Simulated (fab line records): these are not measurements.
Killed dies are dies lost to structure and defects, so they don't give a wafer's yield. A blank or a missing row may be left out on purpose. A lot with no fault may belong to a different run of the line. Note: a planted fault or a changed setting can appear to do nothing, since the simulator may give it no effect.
Matching of chambers -- flow gf180mcu -- 4 sister chambers for GF_V2_CMP_26 on cmp-02
The step polishes, stops on SiO2, t overpolish 15 s, target thk 0 nm. 4 wafers are shown with their chamber, then 7 later ones without.

## WAFERS WITH THEIR CHAMBER
wafer,chamber,motor-current-A (A)
L517.3,2,10.0
L520.4,3,9.9
L521.1,1,9.6
L521.3,0,11.6

## WAFERS WHOSE CHAMBER IS MISSING
wafer,motor-current-A (A)
L521.5,9.0
L524.1,9.6
L524.2,9.9
L524.6,9.7
L525.4,9.7
L525.5,9.5
L525.6,11.8

## EACH ONE'S CHAMBER
wafer,from the rows above,in truth
L521.5,can't be placed: 1 or 3 or 2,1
L524.1,can't be placed: 1 or 3 or 2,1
L524.2,can't be placed: 3 or 2 or 1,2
L524.6,can't be placed: 1 or 3 or 2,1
L525.4,can't be placed: 1 or 3 or 2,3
L525.5,can't be placed: 1 or 3 or 2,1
L525.6,0,0
Placed correctly: 1 of 7. Can't be placed from these rows: 6 (the true chamber is among the candidates in 6). Wrongly placed: 0.
How it was worked out, from the rows above alone: a wafer's distance from a chamber is the root of the sum, over the readings, of the square of ((its reading less the chamber's mean) divided by the reading's scatter). The wafer belongs to the nearest chamber; if the next one is less than 2 further off, it can't be placed. The mean given for a chamber averages the wafers shown for that chamber. The scatter: root of mean squared gap, hidden wafer to nearest shown wafer, with one shown wafer a chamber.
